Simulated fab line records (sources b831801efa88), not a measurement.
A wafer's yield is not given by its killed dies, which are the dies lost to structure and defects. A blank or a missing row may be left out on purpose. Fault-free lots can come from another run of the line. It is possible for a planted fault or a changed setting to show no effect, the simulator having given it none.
fab line records	flow sky130
record lots=13	wafers=39	lastDay=50
route steps=708 shown CONTACT@410 METAL4@630 PAD_OPEN@701
lots with no fault: from the same line, run without faults
startH: hours from the record's opening day to when the first of the lot's shown wafers began	waitH: time in hours since the lot's previous step	" same as the row above	L1.1+2: several wafers, shown together as one row	- either no value or no given start	* or withheld: withheld	< > ~ a bound
route shown NAME@n: NAME is a module with steps in the file, n the number in the route of the first one	usual: average and standard deviation across the fault-free wafers	same: alike in all rows	chamber/n: place in a boat	sites: readings site by site	_std_site: standard deviation of those values	_edge_site: mean of outer sites minus mean of inner sites	radiusMm: how far each site lies from the wafer's centre	mask NAME#n: copy n	behind: tool/chamber where the wafer was last shaped	hold: what put the lot on hold/how long, in hours/how the hold closed	device: transistor that didn't switch, given as n, p or np	end of line: the same wafers' tests at the end of the route	step lacking rows: just its recipe	killed: dies that structure and defects cost at the first sort, which is not the same as the wafer's yield	map: the dies of a wafer, with x for killed, . for not killed, _ for no die there
set.NAME: the setting that was run; set.NAME@STEP: the one run at that earlier step	model.NAME: the simulator's own value behind a step, which no gauge read
the route's steps for a sample of lots (tables are steps, rows are wafers)
services: a tool's chamber out of use, with start hour (startH, from the record's first day; less than 0 if before it), hours out, and reason
## steps
# step SKY_CONTACT_CMP_04
# recipe material=SiO2	downForcePsi=4	platenRpm=60	padVelocityMS=0.94248
# usual motorCurrentA=12.0/1.1	slurryFilterDpKPa=13.47/0.14	timeToEndpointS=81/4.5
lot.wafer	tool	chamber	startH	waitH	motorCurrentA	slurryFilterDpKPa	timeToEndpointS
L913.4	cmp-02	0	703.18	0.0	13.1	13.62	81
L913.2	"	3	"	"	10.9	13.64	75
L913.5	"	0	"	"	12.7	13.36	80
L915.3	cmp-01	3	718.37	0.1	10.9	13.48	78
L915.1	"	0	"	"	11.3	13.44	76
L915.6	"	1	"	"	12.3	13.34	74
L916.1	cmp-01	3	727.91	0.2	11.7	13.46	81
L916.6	"	0	"	"	11.2	13.50	81
L916.5	"	1	"	"	12.6	13.46	78
L922.4	cmp-01	2	785.01	0.1	11.1	13.36	82
L922.6	"	1	"	"	13.4	13.23	84
L922.5	"	2	"	"	11.3	13.50	79
L925.1	cmp-02	1	799.74	0.1	13.3	13.68	80
L925.4	"	2	"	"	13.5	13.26	79
L925.2	"	3	"	"	11.6	13.58	77
L926.2	cmp-02	2	808.78	0.0	14.2	13.56	86
L926.1	"	0	"	"	13.0	13.60	86
L926.3	"	1	"	"	13.5	13.57	79
L928.1	cmp-01	3	829.24	0.1	11.3	13.34	78
L928.3	"	0	"	"	11.1	13.57	77
L928.5	"	2	"	"	11.5	13.52	77
L930.3	cmp-01	3	844.59	0.0	10.8	13.29	79
L930.5	"	3	"	"	11.2	13.69	80
L930.6	"	0	"	"	10.7	13.43	77
L931.2	cmp-01	3	846.13	0.0	11.3	13.23	72
L931.1	"	0	"	"	11.6	13.65	77
L931.5	"	3	"	"	11.5	13.24	80
L933.1	cmp-01	0	856.38	0.1	11.4	13.28	83
L933.4	"	1	"	"	12.1	13.59	88
L933.6	"	2	"	"	10.9	13.64	81
L934.2	cmp-01	1	866.29	0.0	12.3	13.72	84
L934.3	"	0	"	"	11.1	13.61	79
L934.6	"	1	"	"	12.1	13.42	80
L935.2	cmp-02	3	872.99	0.0	10.4	13.65	87
L935.3	"	1	"	"	13.2	13.44	88
L935.6	"	3	"	"	10.7	13.73	86
L936.4	cmp-01	1	876.83	0.0	12.6	13.30	82
L936.1	"	2	"	"	11.1	13.60	87
L936.6	"	2	"	"	10.9	13.41	86
# step SKY_METAL4_OVL_MEAS_14
# usual METAL4_OVL=3/5.6
lot.wafer	tool	chamber	startH	waitH	METAL4_OVL[nm]
L913.2	overlay-01	-	971.12	0.1	10
L913.4	"	-	"	"	13
L913.5	"	-	"	"	7
L915.1	overlay-01	-	987.71	0.1	5
L915.3	"	-	"	"	7
L915.6	"	-	"	"	9
L916.1	overlay-01	-	994.91	0.1	7
L916.5	"	-	"	"	2
L916.6	"	-	"	"	1
L922.4	overlay-01	-	1044.78	0.1	3
L922.5	"	-	"	"	5
L922.6	"	-	"	"	4
L925.1	overlay-01	-	1059.06	0.1	8
L925.2	"	-	"	"	6
L925.4	"	-	"	"	0
L926.1	overlay-01	-	1063.46	0.1	2
L926.2	"	-	"	"	8
L926.3	"	-	"	"	5
L928.1	overlay-02	-	1083.24	0.1	2
L928.3	"	-	"	"	-2
L928.5	"	-	"	"	0
L930.3	overlay-02	-	1091.12	0.1	1
L930.5	"	-	"	"	4
L930.6	"	-	"	"	5
L931.1	overlay-02	-	1094.19	0.1	6
L931.2	"	-	"	"	2
L931.5	"	-	"	"	5
L933.1	overlay-01	-	1102.34	0.1	9
L933.4	"	-	"	"	9
L933.6	"	-	"	"	11
L934.2	overlay-02	-	1111.10	0.1	-7
L934.3	"	-	"	"	-8
L934.6	"	-	"	"	-7
L935.2	overlay-02	-	1113.25	0.1	0
L935.3	"	-	"	"	-6
L935.6	"	-	"	"	1
L936.1	overlay-01	-	1120.46	0.1	-6
L936.4	"	-	"	"	0
L936.6	"	-	"	"	-5
# step SKY_PAD_OPEN_ETCH_07
# recipe chemistry=CF4/O2	targetDepthNm=725	stopOn=AlCu	sourceW=800	biasW=150	pressureMtorr=150	cf4FlowSccm=80	O2_flow_sccm=10	timeS=161.1
# usual O2_flow_sccm=10.00/0.032	biasW=150.0/0.48	drypumpMotorCurrentA=5.9/0.44	oesProductAu=0.978/0.0073	throttleValvePct=5.964/0.0091
lot.wafer	tool	chamber	startH	waitH	O2_flow_sccm	biasW	drypumpMotorCurrentA	oesProductAu	rfHoursCounterH	throttleValvePct
L913.2	rieDiel-01	0	1065.29	-	10.01	149.5	6.5	0.977	12	5.971
L913.4	"	1	"	"	10.01	150.7	5.7	0.980	10	5.975
L913.5	"	3	"	"	9.96	149.6	5.5	0.987	-	5.957
L915.1	rieDiel-01	3	1079.99	-	10.07	150.8	5.5	0.973	15	5.974
L915.3	"	1	"	"	9.98	150.0	5.6	0.971	10	5.978
L915.6	"	2	"	"	10.03	149.5	6.2	0.985	-	5.964
L916.1	rieDiel-04	1	1087.42	-	10.05	149.3	5.9	0.977	9	5.964
L916.5	"	3	"	"	10.00	149.7	5.8	0.977	-	5.953
L916.6	"	0	"	"	9.91	149.8	6.5	0.978	-	5.974
L922.4	rieDiel-03	0	1130.17	-	9.97	150.1	6.2	0.993	30	5.953
L922.5	"	0	"	"	9.98	149.8	6.2	0.982	-	5.980
L922.6	"	1	"	"	10.03	150.4	5.0	0.981	-	5.959
L925.1	rieDiel-04	2	1140.69	-	9.97	149.6	5.4	0.971	19	5.960
L925.2	"	1	"	"	9.95	149.8	5.9	0.978	12	5.959
L925.4	"	0	"	"	10.03	149.8	6.5	0.987	31	5.968
L926.1	rieDiel-04	0	1146.59	-	9.95	149.9	6.5	0.975	31	5.956
L926.2	"	1	"	"	10.05	149.1	5.9	0.982	12	5.949
L926.3	"	3	"	"	9.98	149.3	5.8	0.970	24	5.946
L928.1	rieDiel-01	0	1161.49	-	10.02	150.2	6.5	0.971	16	5.960
L928.3	"	2	"	"	9.97	150.3	6.2	0.975	19	5.959
L928.5	"	2	"	"	9.99	150.4	6.2	0.977	-	5.951
L930.3	rieDiel-01	2	1172.24	-	10.08	150.2	6.2	0.975	19	5.984
L930.5	"	3	"	"	9.99	150.8	5.5	0.981	-	5.976
L930.6	"	0	"	"	9.95	150.0	6.4	0.970	-	5.961
L931.1	rieDiel-01	2	1174.27	-	10.01	150.6	6.2	0.965	19	5.963
L931.2	"	0	"	"	10.03	150.0	6.4	0.972	17	5.957
L931.5	"	3	"	"	9.98	150.6	5.4	0.988	-	5.965
L933.1	rieDiel-01	0	1178.17	-	9.98	151.0	6.4	0.971	17	5.962
L933.4	"	3	"	"	10.03	150.9	5.5	0.993	-	5.973
L933.6	"	0	"	"	10.00	150.6	6.4	0.977	-	5.964
L934.2	rieDiel-03	0	1186.27	-	10.06	149.5	6.2	0.977	1	5.956
L934.3	"	1	"	"	10.00	150.3	5.1	0.962	14	5.950
L934.6	"	0	"	"	10.00	150.0	6.1	0.972	-	5.962
L935.2	rieDiel-01	1	1188.59	-	9.94	150.3	5.7	0.975	13	5.974
L935.3	"	2	"	"	10.02	150.5	6.3	0.976	20	5.969
L935.6	"	1	"	"	10.02	149.9	5.7	0.973	-	5.954
L936.1	rieDiel-04	2	1193.59	-	10.04	149.6	5.4	0.976	20	5.977
L936.4	"	1	"	"	10.03	150.3	6.0	0.986	14	5.968
L936.6	"	1	"	"	9.98	150.4	5.9	0.987	-	5.960
# step SKY_PAD_OPEN_BOW_MEAS_13
# recipe mode=bow
# usual PAD_OPEN_BOW=45/7.9
lot.wafer	tool	chamber	startH	waitH	PAD_OPEN_BOW[um]
L913.2	filmMetro-04	-	1067.85	-	39
L913.4	"	-	"	"	45
L913.5	"	-	"	"	35
L915.1	filmMetro-02	-	1082.29	-	45
L915.3	"	-	"	"	56
L915.6	"	-	"	"	48
L916.1	filmMetro-04	-	1089.96	-	49
L916.5	"	-	"	"	53
L916.6	"	-	"	"	53
L922.4	filmMetro-04	-	1132.53	-	50
L922.5	"	-	"	"	42
L922.6	"	-	"	"	33
L925.1	filmMetro-04	-	1143.90	-	38
L925.2	"	-	"	"	45
L925.4	"	-	"	"	49
L926.1	filmMetro-04	-	1148.80	-	49
L926.2	"	-	"	"	48
L926.3	"	-	"	"	51
L928.1	filmMetro-03	-	1163.69	-	44
L928.3	"	-	"	"	42
L928.5	"	-	"	"	30
L930.3	filmMetro-03	-	1174.49	-	52
L930.5	"	-	"	"	54
L930.6	"	-	"	"	46
L931.1	filmMetro-04	-	1177.05	-	44
L931.2	"	-	"	"	29
L931.5	"	-	"	"	38
L933.1	filmMetro-04	-	1181.68	-	28
L933.4	"	-	"	"	46
L933.6	"	-	"	"	49
L934.2	filmMetro-02	-	1189.21	-	43
L934.3	"	-	"	"	49
L934.6	"	-	"	"	35
L935.2	filmMetro-02	-	1191.60	-	50
L935.3	"	-	"	"	49
L935.6	"	-	"	"	39
L936.1	filmMetro-03	-	1195.90	-	48
L936.4	"	-	"	"	52
L936.6	"	-	"	"	32
# step SKY_PAD_OPEN_PROBE_99
# usual killed_at_M0_to_M3=44/7.8	killed_at_M4_up=3.1/1.7	killedAtContacts=25/5.1	killedAtFrontEnd=15/4.4	killedAtOther=0.5/0.68	killedDies=88/9.9	killedOnRim=17/3.9	killedOpen=48/6.9	killedShort=39/6.5
# same grossDies=492	killedAtBackSide=0
lot.wafer	tool	chamber	startH	waitH	killed_at_M0_to_M3	killed_at_M4_up	killedAtContacts	killedAtFrontEnd	killedAtOther	killedDies	killedOnRim	killedOpen	killedShort
L913.2	prober-02	-	1068.00	0.1	43	0	22	18	0	83	14	44	39
L913.4	prober-02	-	1068.10	0.2	45	2	24	21	0	92	9	45	46
L913.5	prober-02	-	1068.15	0.2	53	1	19	8	0	81	12	41	40
L922.4	prober-01	-	1132.74	0.2	48	5	20	15	1	89	16	52	36
L922.5	prober-01	-	1132.79	0.2	28	2	30	19	1	80	14	50	28
L922.6	prober-01	-	1132.84	0.2	44	1	33	11	0	89	18	47	42
L925.1	prober-01	-	1144.02	0.1	44	3	20	16	0	83	13	41	41
L925.2	prober-01	-	1144.07	0.1	43	1	12	16	0	72	12	36	36
L925.4	prober-01	-	1144.17	0.2	43	1	200	11	0	255	47	30	45
L926.1	prober-01	-	1148.92	0.1	50	2	23	17	0	92	22	52	37
L926.2	prober-01	-	1148.97	0.1	38	5	220	19	0	282	59	51	38
L926.3	prober-01	-	1149.02	0.2	45	1	18	23	0	87	17	42	45
L930.3	prober-01	-	1174.67	0.2	38	2	21	22	1	84	16	44	36
L930.5	prober-01	-	1174.77	0.2	42	3	28	15	0	88	19	50	38
L930.6	prober-01	-	1174.82	0.2	48	3	22	11	2	86	16	44	42
# killed by level:class
L913.2 VIA1:geometricParticle:open=14 CONTACT:geometricParticle:open=7 CONTACT:geometricParticle:short=6 VIA3:geometricParticle:open=6 VIA1:geometricParticle:short=5 POLY_GATE:geometricParticle:short=5 FIELD_ISO:geometricParticle:open=4 LI_CONTACT:geometricParticle:open=4
L913.4 CONTACT:geometricParticle:open=10 FIELD_ISO:geometricParticle:short=7 METAL1:geometricParticle:short=7 VIA1:geometricParticle:short=7 VIA1:geometricParticle:open=7 POLY_GATE:geometricParticle:open=6 VIA2:geometricParticle:open=6 FIELD_ISO:geometricParticle:open=5
L913.5 CONTACT:geometricParticle:open=11 VIA1:geometricParticle:open=11 METAL2:geometricParticle:short=8 METAL1:geometricParticle:short=8 VIA1:geometricParticle:short=6 LI_CONTACT:geometricParticle:open=5 METAL3:geometricParticle:short=5 VIA3:geometricParticle:open=4
L922.4 VIA3:geometricParticle:open=14 VIA1:geometricParticle:open=9 LI_CONTACT:geometricParticle:open=7 VIA2:geometricParticle:short=6 VIA2:geometricParticle:open=6 FIELD_ISO:geometricParticle:open=5 CONTACT:geometricParticle:open=5 METAL4:geometricParticle:short=5
L922.5 LI_CONTACT:geometricParticle:open=13 VIA1:geometricParticle:open=9 CONTACT:geometricParticle:open=8 FIELD_ISO:geometricParticle:short=7 FIELD_ISO:geometricParticle:open=5 POLY_GATE:geometricParticle:open=5 VIA3:geometricParticle:open=5 CONTACT:geometricParticle:short=4
L922.6 LI_CONTACT:geometricParticle:open=14 VIA1:geometricParticle:open=12 LI_CONTACT:geometricParticle:short=7 CONTACT:geometricParticle:open=6 METAL1:geometricParticle:short=6 CONTACT:geometricParticle:short=5 VIA3:geometricParticle:open=5 FIELD_ISO:geometricParticle:short=4
L925.1 VIA2:geometricParticle:open=9 VIA1:geometricParticle:open=9 CONTACT:geometricParticle:open=7 POLY_GATE:geometricParticle:short=6 METAL1:geometricParticle:short=6 FIELD_ISO:geometricParticle:open=4 FIELD_ISO:geometricParticle:short=4 LOCAL_INTERCONNECT:geometricParticle:short=4
L925.2 VIA3:geometricParticle:short=7 LI_CONTACT:geometricParticle:open=6 VIA1:geometricParticle:open=6 METAL1:geometricParticle:short=6 VIA3:geometricParticle:open=5 VIA2:geometricParticle:open=5 FIELD_ISO:geometricParticle:short=4 POLY_GATE:geometricParticle:open=4
L925.4 CONTACT:unspecified=178 LOCAL_INTERCONNECT:geometricParticle:short=9 CONTACT:geometricParticle:short=7 VIA1:geometricParticle:open=7 VIA2:geometricParticle:open=7 VIA3:geometricParticle:open=6 VIA1:geometricParticle:short=6 METAL1:geometricParticle:short=5
L926.1 VIA1:geometricParticle:open=12 VIA3:geometricParticle:open=10 VIA2:geometricParticle:open=10 VIA1:geometricParticle:short=7 CONTACT:geometricParticle:open=6 FIELD_ISO:geometricParticle:short=5 LI_CONTACT:geometricParticle:short=5 METAL2:geometricParticle:short=5
L926.2 CONTACT:unspecified=193 CONTACT:geometricParticle:open=12 VIA1:geometricParticle:open=8 VIA2:geometricParticle:open=8 FIELD_ISO:geometricParticle:short=7 FIELD_ISO:geometricParticle:open=7 CONTACT:geometricParticle:short=7 LI_CONTACT:geometricParticle:open=5
L926.3 VIA1:geometricParticle:open=12 METAL2:geometricParticle:short=8 LI_CONTACT:geometricParticle:open=7 METAL1:geometricParticle:short=7 VIA2:geometricParticle:open=7 FIELD_ISO:geometricParticle:short=6 POLY_GATE:geometricParticle:short=6 CONTACT:geometricParticle:open=6
L930.3 VIA1:geometricParticle:open=10 METAL1:geometricParticle:short=9 LI_CONTACT:geometricParticle:open=7 CONTACT:geometricParticle:open=7 VIA2:geometricParticle:open=7 POLY_GATE:geometricParticle:short=4 POLY_GATE:areaEtch=4 FIELD_ISO:geometricParticle:short=3
L930.5 VIA1:geometricParticle:open=10 CONTACT:geometricParticle:open=10 LI_CONTACT:geometricParticle:open=7 FIELD_ISO:geometricParticle:open=5 VIA1:geometricParticle:short=5 VIA2:geometricParticle:short=5 VIA2:geometricParticle:open=5 CONTACT:geometricParticle:short=4
L930.6 VIA1:geometricParticle:open=11 VIA3:geometricParticle:open=9 CONTACT:geometricParticle:open=8 METAL1:geometricParticle:short=6 POLY_GATE:geometricParticle:open=5 LOCAL_INTERCONNECT:geometricParticle:short=5 METAL3:geometricParticle:short=5 LI_CONTACT:geometricParticle:short=4
## services
tool	chamber	startH	hours	kind
rieDiel-01	0	683.98	3.8	repair
rieDiel-01	3	737.85	19.6	repair
rieDiel-01	1	743.27	9.7	repair
cmp-01	-	744.00	4.0	pm
rieDiel-01	2	763.40	16.6	repair
rieDiel-01	-	768.84	28.1	pm
rieDiel-01	-	796.94	2.8	pm
cmp-01	-	817.86	3.6	repair
rieDiel-01	-	829.99	0.7	repair
cmp-01	-	877.87	1.8	repair
cmp-01	-	902.11	4.2	pm
cmp-01	-	908.95	1.6	repair
cmp-01	-	926.83	20.7	pm
rieDiel-01	2	980.02	3.1	repair
rieDiel-01	-	1009.36	0.3	repair
cmp-01	-	1011.57	0.7	repair
rieDiel-01	2	1031.87	7.1	repair
cmp-01	-	1045.47	1.6	repair
cmp-01	-	1054.27	0.3	repair
cmp-01	-	1084.00	4.0	pm
cmp-01	-	1109.85	2.1	repair
cmp-01	-	1120.11	1.0	repair
cmp-01	-	1123.06	0.8	repair
cmp-01	-	1162.66	0.5	repair
## key
firstSign step=SKY_PAD_OPEN_PROBE_99	reading=killedAtContacts	direction=up	sigmas=36	usual=25	struck=210
effect step=SKY_PAD_OPEN_PROBE_99	reading=killedDies	direction=up	sigmas=18	usual=88	struck=268
metAt SKY_CONTACT_CMP_04
struckLots L925,L926
struckWafers L925.4,L926.2
testerLeftOut L925,L926
notActingAt SKY_METAL4_OVL_MEAS_14,SKY_PAD_OPEN_ETCH_07,SKY_PAD_OPEN_BOW_MEAS_13
fault kind=chamberParticleSource	tool=cmp-02	chamber=2	onsetH=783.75	steps=SKY_CONTACT_CMP_04	ratePerVisitCm2=1.0157	endH=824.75
# testerLeftOut: of these lots the tester's yield and bins aren't shown, on N5 and GAA mostly nor the transistor test; their killed dies are dies lost to structure and defects alone, not to doping, threshold or leakage, so they don't give the yield
